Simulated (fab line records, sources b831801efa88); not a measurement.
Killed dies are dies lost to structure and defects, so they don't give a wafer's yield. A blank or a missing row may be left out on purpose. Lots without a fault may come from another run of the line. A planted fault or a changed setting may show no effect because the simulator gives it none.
Which tool did it? | flow gf180mcu | 13 lots, 39 wafers sampled, at 4 steps of a route of 602

WHAT THE GAUGES READ, wafer by wafer
GF_V5_THK_MEAS_01. Usual: V5_CVD_00_THK 287 nm, standard deviation 3.1.
lot  | measured     | on            | V5_CVD_00_THK (nm) | flag
L507 | day 26 08:57 | film_metro-04 | 289 288 282        |
L508 | day 26 18:43 | film_metro-02 | 286 286 282        |
L509 | day 27 00:10 | film_metro-01 | 284 286 283        |
L511 | day 27 17:07 | film_metro-02 | 284 287 282        |
L512 | day 28 00:01 | film_metro-01 | 283 286 287        |
L513 | day 28 10:47 | film_metro-01 | 286 282 287        |
L514 | day 28 18:19 | film_metro-04 | 289 289 285        |
L517 | day 29 14:47 | film_metro-02 | 289 289 289        |
L519 | day 30 08:42 | film_metro-01 | 287 294 289        |
L523 | day 31 09:24 | film_metro-02 | 286 287 290        |
L525 | day 31 14:38 | film_metro-01 | 288 283 286        |
L526 | day 32 03:31 | film_metro-02 | 287 287 287        |
L529 | day 32 12:32 | film_metro-02 | 283 283 290        |

GF_PASSIVATION_BOW_MEAS_14. Usual: PASSIVATION_BOW 133 um, standard deviation 10.
lot  | measured     | on            | PASSIVATION_BOW (um) | flag
L507 | day 29 04:34 | film_metro-03 | 127 131 138          |
L508 | day 29 10:13 | film_metro-01 | 126 115 115          |
L509 | day 29 17:54 | film_metro-04 | 133 127 131          |
L511 | day 30 07:16 | film_metro-03 | 127 134 124          |
L512 | day 30 13:44 | film_metro-04 | 121 125 125          |
L513 | day 31 01:01 | film_metro-01 | 154 146 135          |
L514 | day 31 06:22 | film_metro-03 | 129 136 128          |
L517 | day 32 02:04 | film_metro-03 | 126 124 135          |
L519 | day 32 17:14 | film_metro-01 | 135 142 148          |
L523 | day 33 15:41 | film_metro-01 | 127 134 123          |
L525 | day 33 20:34 | film_metro-01 | 135 135 140          |
L526 | day 34 08:10 | film_metro-01 | 140 143 131          |
L529 | day 34 16:58 | film_metro-01 | 116 135 128          |

WHICH TOOL RAN EACH LOT (tool, then ch and the chambers of the sampled wafers, then the start)
lot  | GF_M1_SPUTTER_03             | GF_MIM_STRIP_20
L507 | pvd_sputter-01, day 16 06:03 | plasma_asher-02 ch 0, day 25 10:31
L508 | pvd_sputter-02, day 16 17:34 | plasma_asher-03 ch 0,1, day 25 20:55
L509 | pvd_sputter-01, day 16 21:33 | plasma_asher-03 ch 0,1, day 26 02:12
L511 | pvd_sputter-03, day 17 19:15 | plasma_asher-04 ch 0,1, day 26 20:23
L512 | pvd_sputter-02, day 17 23:38 | plasma_asher-03 ch 0,1, day 27 02:19
L513 | pvd_sputter-02, day 18 14:45 | plasma_asher-02 ch 0,1, day 27 13:46
L514 | pvd_sputter-03, day 19 01:19 | plasma_asher-04 ch 0,1, day 27 21:59
L517 | pvd_sputter-03, day 20 02:41 | plasma_asher-02 ch 1, day 28 18:22
L519 | pvd_sputter-02, day 21 01:35 | plasma_asher-02 ch 0,1, day 29 12:31
L523 | pvd_sputter-02, day 22 07:25 | plasma_asher-02 ch 0,1, day 30 13:52
L525 | pvd_sputter-02, day 22 17:19 | plasma_asher-02 ch 0,1, day 30 20:22
L526 | pvd_sputter-02, day 23 07:46 | plasma_asher-02 ch 0,1, day 31 09:10
L529 | pvd_sputter-01, day 23 21:27 | plasma_asher-02 ch 0,1, day 31 18:59
- GF_M1_SPUTTER_03: material Ti, target thk 10 nm, time 6.7 s.
- GF_MIM_STRIP_20: strips in O2/N2.

WHAT THE TOOLS THEMSELVES READ (means of the sampled wafers that have a number; where no wafer has one, the mark that the record gives instead)
GF_M1_SPUTTER_03. Usual: throttle_valve_pct 30.0 %, standard deviation 1.4.
lot  | tool           | throttle_valve_pct (%) | flag
L507 | pvd_sputter-01 | 30.2                   |
L508 | pvd_sputter-02 | 30.6                   |
L509 | pvd_sputter-01 | 30.2                   |
L511 | pvd_sputter-03 | 29.6                   |
L512 | pvd_sputter-02 | 30.1                   |
L513 | pvd_sputter-02 | 31.0                   |
L514 | pvd_sputter-03 | 29.4                   |
L517 | pvd_sputter-03 | 28.8                   |
L519 | pvd_sputter-02 | 30.9                   |
L523 | pvd_sputter-02 | 29.2                   |
L525 | pvd_sputter-02 | 30.9                   |
L526 | pvd_sputter-02 | 29.7                   |
L529 | pvd_sputter-01 | 30.1                   |

GF_MIM_STRIP_20. Usual: drypump_motor_current_A 6.0 A, standard deviation 0.52; heater_power_w 337 W, standard deviation 19; oes_product_au 0.700 a.u., standard deviation 0.0047; strip_time_to_endpoint_s 11.41 s, standard deviation 0.041.
lot  | tool            | drypump_motor_current_A (A) | heater_power_w (W) | oes_product_au (a.u.) | strip_time_to_endpoint_s (s) | flag
L507 | plasma_asher-02 | 5.6                         | 320                | 0.699                 | 11.44                        |
L508 | plasma_asher-03 | 6.4                         | 339                | 0.705                 | 11.42                        |
L509 | plasma_asher-03 | 6.2                         | 326                | 0.697                 | 11.44                        |
L511 | plasma_asher-04 | 6.0                         | 339                | 0.697                 | 11.41                        |
L512 | plasma_asher-03 | 6.2                         | 326                | 0.700                 | 11.35                        |
L513 | plasma_asher-02 | 5.8                         | 326                | 0.699                 | 11.41                        |
L514 | plasma_asher-04 | 5.4                         | 350                | 0.700                 | 11.41                        |
L517 | plasma_asher-02 | 6.2                         | 353                | 0.700                 | 11.42                        |
L519 | plasma_asher-02 | 5.8                         | 332                | 0.700                 | 11.38                        |
L523 | plasma_asher-02 | 6.0                         | 336                | 0.697                 | 11.43                        |
L525 | plasma_asher-02 | 6.0                         | 341                | 0.701                 | 11.43                        |
L526 | plasma_asher-02 | 5.8                         | 332                | 0.704                 | 11.39                        |
L529 | plasma_asher-02 | 5.8                         | 332                | 0.703                 | 11.50                        |

THE ANSWER, worked out from the rows above alone
Rule: a lot is off if the mean of its wafers that have a number lies more than 3 standard deviations from the usual mean. A lot without any number at a reading at which 4 lots or more have one is off too. The other lots that the step has rows for count as sound. The gauges are gone through in route order, then the tools' own readings, and for those a lot's mean is taken as printed above. The first step at which some lot is off is used, and at that step the reading that is off furthest; a lot without a number counts as furthest.
No lot is off at any reading shown: from this, nothing can be told.

WHAT THE SIMULATOR HAD PUT IN
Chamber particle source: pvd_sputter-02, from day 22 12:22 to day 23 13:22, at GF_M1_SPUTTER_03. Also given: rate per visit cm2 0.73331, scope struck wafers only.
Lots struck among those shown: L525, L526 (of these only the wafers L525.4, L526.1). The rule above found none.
